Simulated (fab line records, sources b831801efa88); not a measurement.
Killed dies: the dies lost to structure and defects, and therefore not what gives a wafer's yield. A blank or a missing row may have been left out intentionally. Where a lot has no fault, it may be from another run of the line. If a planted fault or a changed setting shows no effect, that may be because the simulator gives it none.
fab line records    flow gf180mcu
[record] lots = 5  wafers = 15  last-day = 34
route steps=602 shown V5@544
lots that met no fault: taken from a fault-free run of the same line
start-h: start of the lot's first displayed wafer, in hours after the record's first day    wait-h: hours since the lot's step before    " as in the row above    L1.1+2: a single row standing in for several wafers    - no value, or no start given    * or withheld: withheld    < > ~ a bound
route shown NAME@n: a module of which the file shows steps, and the number in the route of the first    usual: mean/standard deviation of fault-free wafers    same: alike in all rows    chamber/n: place in a boat    sites: the reading at each site    _std_site: how widely they spread, as a standard deviation    _edge_site: mean of outer sites minus mean of inner sites    radius-mm: how far each site lies from the wafer's centre    mask NAME#n: copy n    behind: the tool/chamber that last shaped the wafer    hold: reason for holding the lot/hours on hold/outcome of the hold    device: which transistor (n, p or np) failed to switch    end of line: at the end of the route, the tests of the same wafers    where a step has no rows: the recipe by itself    killed: count of dies lost to structure and defects at first sort (not the wafer's yield)    map: dies across one wafer; x = killed, . = not, _ = none there
set.NAME: the setting as run; set.NAME@STEP: as run at that earlier step    model.NAME: the simulator's own value behind a step, which no gauge read
lots at some steps of the route; a table a step, a row a wafer
services: when a tool's chamber went out of use (start-h, in hours from the record's first day, below 0 if earlier), for how many hours, and the reason
[[steps]]
[step GF_V5_CMP_04]
[recipe] material = SiO2  down-force-psi = 4  platen-rpm = 60  pad-velocity-m-s = 0.94248
[usual] motor-current-A = 12.8/1.3
lot.wafer  tool    chamber  start-h  wait-h  motor-current-A
L189.4     cmp-01  1        683.44   0.0     11.2
L189.2     "       3        "        "       11.0
L189.1     "       0        "        "       14.3
L193.2     cmp-02  2        706.50   0.7     14.5
L193.3     "       3        "        "       11.3
L193.4     "       0        "        "       13.2
L195.2     cmp-02  0        741.32   0.1     12.7
L195.3     "       1        "        "       14.9
L195.6     "       3        "        "       12.2
L202.4     cmp-01  2        759.40   0.2     12.8
L202.6     "       3        "        "       11.2
L202.5     "       0        "        "       14.0
L203.2     cmp-01  3        764.27   0.0     10.8
L203.3     "       0        "        "       13.4
L203.1     "       1        "        "       11.7
[step GF_V5_BOW_MEAS_05]
[recipe] mode = bow
[usual] V5_BOW = 134/9.2
lot.wafer  tool           chamber  start-h  wait-h  V5_BOW[um]
L189.1     film-metro-02  -        683.74   0.1     128
L189.2     "              -        "        "       134
L189.4     "              -        "        "       147
L193.2     film-metro-02  -        706.77   0.2     138
L193.3     "              -        "        "       144
L193.4     "              -        "        "       144
L195.2     film-metro-01  -        741.59   0.2     135
L195.3     "              -        "        "       131
L195.6     "              -        "        "       148
L202.4     film-metro-04  -        759.61   0.2     126
L202.5     "              -        "        "       115
L202.6     "              -        "        "       122
L203.1     film-metro-01  -        764.57   0.1     135
L203.2     "              -        "        "       128
L203.3     "              -        "        "       143
[step GF_V5_DEHYDRATE_06]
[recipe] temp-c = 200  time-s = 60
[step GF_V5_HMDS_07]
[recipe] prime-time-s = 60  prime-temp-c = 120
[step GF_V5_COAT_08]
[recipe] resist = BARC  temp-c = withheld  time-s = withheld  spin-rpm = withheld  resist-thk-nm = withheld
[step GF_V5_COAT_09]
[recipe] resist = KrF  spin-rpm = withheld  resist-thk-nm = 1000
[step GF_V5_SOFTBAKE_10]
[recipe] temp-c = 130  time-s = 60  resist = KrF
[step GF_V5_EXPOSE_11]
[recipe] mask-id = Via5  target-cd-nm = 260  na = 0.68  source-shape = conventional  sigma-outer = 0.6  dose-mj = 38
[step GF_V5_PEB_12]
[recipe] peb-temp-c = 135  peb-time-s = 90  resist = KrF
[step GF_V5_DEVELOP_13]
[recipe] develop-time-s = 60  resist = KrF  dev-temp-c = 21
[step GF_V5_CD_MEAS_14]
[recipe] target-cd-nm = 260
[usual] cd-nm = 260.4/1.4
lot.wafer  tool       chamber  start-h  wait-h  cd-nm
L189.1     cd-sem-02  -        701.83   0.1     260.2
L189.2     "          -        "        "       260.3
L189.4     "          -        "        "       259.8
L193.2     cd-sem-01  -        724.45   0.1     260.7
L193.3     "          -        "        "       260.5
L193.4     "          -        "        "       260.8
L195.2     cd-sem-01  -        758.38   0.1     259.5
L195.3     "          -        "        "       260.0
L195.6     "          -        "        "       259.2
L202.4     cd-sem-01  -        775.79   0.1     260.2
L202.5     "          -        "        "       259.4
L202.6     "          -        "        "       260.1
L203.1     cd-sem-01  -        780.18   0.1     260.9
L203.2     "          -        "        "       260.6
L203.3     "          -        "        "       259.6
[step GF_V5_OVL_MEAS_15]
[usual] V5_OVL = 1/4.9
lot.wafer  tool        chamber  start-h  wait-h  V5_OVL[nm]
L189.1     overlay-02  -        701.95   0.1     -1
L189.2     "           -        "        "       -1
L189.4     "           -        "        "       -2
L193.2     overlay-02  -        724.56   0.1     1
L193.3     "           -        "        "       2
L193.4     "           -        "        "       -3
L195.2     overlay-01  -        758.49   0.1     7
L195.3     "           -        "        "       6
L195.6     "           -        "        "       8
L202.4     overlay-01  -        775.87   0.1     1
L202.5     "           -        "        "       -3
L202.6     "           -        "        "       -4
L203.1     overlay-01  -        780.30   0.1     -1
L203.2     "           -        "        "       -4
L203.3     "           -        "        "       -1
[step GF_V5_ETCH_16]
[recipe] chemistry = N2/H2  target-depth-a = withheld  overetch-a = withheld  time-s = withheld  target = BARC  ion-energy-ev = 200  source-w = 500  bias-w = 100  pressure-mtorr = 30  n2-flow-sccm = 100  h2-flow-sccm = 200
[usual] drypump-motor-current-A = 5.8/0.48  oes-product-au = 0.855/0.0054  rf-fwd-power-W = 494.4/2.2  throttle-valve-pct = 13.226/0.0097
lot.wafer  tool         chamber  start-h  wait-h  drypump-motor-current-A  oes-product-au  rf-fwd-power-W  throttle-valve-pct
L189.1     rie-diel-03  3        701.99   0.0     5.1                      0.853           497.3           13.230
L189.2     "            1        "        "       5.7                      0.856           494.8           13.220
L189.4     "            0        "        "       5.3                      0.847           490.7           13.235
L193.2     rie-diel-04  2        724.59   0.0     6.4                      0.856           498.2           13.237
L193.3     "            1        "        "       5.9                      0.861           495.6           13.239
L193.4     "            0        "        "       4.7                      0.856           495.5           13.233
L195.2     rie-diel-04  3        758.52   0.0     6.0                      0.845           493.6           13.228
L195.3     "            0        "        "       4.7                      0.852           415.7           13.217
L195.6     "            2        "        "       6.4                      0.849           492.7           13.217
L202.4     rie-diel-01  0        775.89   0.0     5.9                      0.856           492.6           13.231
L202.5     "            2        "        "       6.3                      0.859           495.8           13.236
L202.6     "            1        "        "       6.0                      0.852           490.3           13.217
L203.1     rie-diel-03  3        780.34   0.0     5.1                      0.845           494.5           13.228
L203.2     "            0        "        "       5.3                      0.854           492.4           13.218
L203.3     "            1        "        "       5.6                      0.861           494.9           13.221
[step GF_V5_ETCH_17]
[recipe] chemistry = C4F8/O2/Ar  mask-material = KrF  target = SiO2  stop-on = TiN  source-w = 1500  bias-w = 1200  pressure-mtorr = 40  c4f8-flow-sccm = withheld  O2_flow_sccm = 6  Ar_flow_sccm = 300  time-s = withheld  target-depth-a = 8550
[usual] oes-product-au = 0.860/0.004  rf-fwd-power-W = 1493/5.2
lot.wafer  tool         chamber  start-h  wait-h  oes-product-au  rf-fwd-power-W
L189.1     rie-diel-03  3        -        -       0.861           1496
L189.2     "            1        "        "       0.862           1491
L189.4     "            0        "        "       0.859           1486
L193.2     rie-diel-04  2        -        -       0.859           1493
L193.3     "            1        "        "       0.862           1496
L193.4     "            0        "        "       0.866           1489
L195.2     rie-diel-04  3        -        -       0.860           1486
L195.3     "            0        "        "       0.859           1487
L195.6     "            2        "        "       0.869           1502
L202.4     rie-diel-01  0        -        -       0.857           1500
L202.5     "            2        "        "       0.864           1492
L202.6     "            1        "        "       0.867           1496
L203.1     rie-diel-03  3        -        -       0.852           1498
L203.2     "            0        "        "       0.862           1490
L203.3     "            1        "        "       0.858           1499
[[services]]
tool         chamber  start-h  hours  kind
cmp-02       -        664.18   1.5    repair
rie-diel-03  -        685.67   0.2    repair
cmp-01       -        698.34   1.0    repair
cmp-01       -        699.98   8.4    pm
rie-diel-03  2        707.16   -      clean
rie-diel-03  2        707.16   35.1   scheduled-down
rie-diel-03  2        707.16   35.1   vent-cycle
rie-diel-01  3        708.39   6.0    repair
rie-diel-03  -        716.76   14.6   pm
rie-diel-01  2        720.04   -      clean
rie-diel-01  2        720.04   16.0   scheduled-down
rie-diel-01  2        720.04   16.0   vent-cycle
rie-diel-01  0        736.52   -      clean
rie-diel-01  0        736.52   17.7   scheduled-down
rie-diel-01  0        736.52   17.7   vent-cycle
cmp-02       -        746.41   4.0    pm
cmp-02       -        750.41   -      consumable-replace:conditioner
cmp-02       -        750.41   -      consumable-replace:pad
cmp-02       -        779.22   0.8    repair
[[key]]
[first-sign] step = GF_V5_ETCH_16  reading = rf-fwd-power-W  direction = down  sigmas = 35  usual = 494.4  struck = 415.7
effect none on later readings
met-at GF_V5_ETCH_16
struck-wafers L195.3
onset-between 724.59 758.52
[fault] kind = process-parameter-drift  tool = rie-diel-04  chamber = 0  onset-h = 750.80  steps = GF_V5_ETCH_16  channel = source-w  offset = -80  shape = step  end-h = 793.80  acts-in = these-recipes-only  stated = 500
